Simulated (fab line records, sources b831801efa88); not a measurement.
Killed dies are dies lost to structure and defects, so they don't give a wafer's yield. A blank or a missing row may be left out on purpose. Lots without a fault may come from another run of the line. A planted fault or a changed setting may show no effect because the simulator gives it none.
Which tool did it? | flow gf180mcu | 7 lots, 21 wafers sampled, at 4 steps of a route of 602

WHAT THE GAUGES READ, wafer by wafer
GF_V5_THK_MEAS_01.
lot  | measured     | on            | V5_CVD_00_THK (nm)
L351 | day 27 14:01 | film_metro-01 | 304 299 299
L355 | day 29 01:04 | film_metro-01 | 300 302 301
L360 | day 30 06:49 | film_metro-03 | 301 297 301
L363 | day 31 00:48 | film_metro-02 | 297 296 299
L366 | day 31 22:41 | film_metro-03 | 307 306 304
L369 | day 32 17:32 | film_metro-01 | 292 294 295

WHICH TOOL RAN EACH LOT (tool, then ch and the chambers of the sampled wafers, then the start)
lot  | GF_MIM_SPUTTER_03            | GF_M5_PEB_05                      | GF_M5_METAL_ETCH_10
L351 | pvd_sputter-02, day 25 19:35 | litho_track-01 ch 0, day 27 12:46 | rie_metal-01 ch 0, day 27 13:17
L353 | pvd_sputter-02, day 26 16:43 | litho_track-01, day 28 09:12      | rie_metal-04 ch 0, day 28 09:44
L355 | pvd_sputter-03, day 27 08:24 | litho_track-03 ch 0, day 28 23:48 | rie_metal-01 ch 0,1, day 29 00:20
L360 | pvd_sputter-03, day 28 15:43 | litho_track-02 ch 0, day 30 05:34 | rie_metal-03 ch 0,1, day 30 06:04
L363 | pvd_sputter-01, day 29 10:30 | litho_track-01 ch 0, day 30 23:34 | rie_metal-03 ch 0,1, day 31 00:05
L366 | pvd_sputter-02, day 30 10:10 | litho_track-02 ch 0, day 31 21:26 | rie_metal-01 ch 0,1, day 31 21:58
L369 | pvd_sputter-01, day 31 06:46 | litho_track-01 ch 0, day 32 16:13 | rie_metal-01 ch 0,1, day 32 16:44
- GF_MIM_SPUTTER_03: material Ti, target thk 10 nm, time 6.7 s.
- GF_M5_PEB_05: peb time 90 s.
- GF_M5_METAL_ETCH_10: etches the open film in Cl2/BCl3, stops on SiO2, target depth 750.8 nm, time 125.1 s.

THE ANSWER, worked out from the rows above alone
Rule: what is usual is taken from the lots themselves. Put in order of their means at a reading, lots are off if they are a third of the lots or fewer, leave a main group of 4 or more, and stand apart from it by a gap of 3 or more times the standard deviation of the main group's means; of several such gaps the widest counts. A main group whose means are all the same, to the digits that the tables above print for the reading, isn't used. A lot without any number at a reading at which 4 lots or more have one is off too. The other lots that the step has rows for count as sound.
No lot is off at any reading shown: from this, nothing can be told.

WHAT THE SIMULATOR HAD PUT IN
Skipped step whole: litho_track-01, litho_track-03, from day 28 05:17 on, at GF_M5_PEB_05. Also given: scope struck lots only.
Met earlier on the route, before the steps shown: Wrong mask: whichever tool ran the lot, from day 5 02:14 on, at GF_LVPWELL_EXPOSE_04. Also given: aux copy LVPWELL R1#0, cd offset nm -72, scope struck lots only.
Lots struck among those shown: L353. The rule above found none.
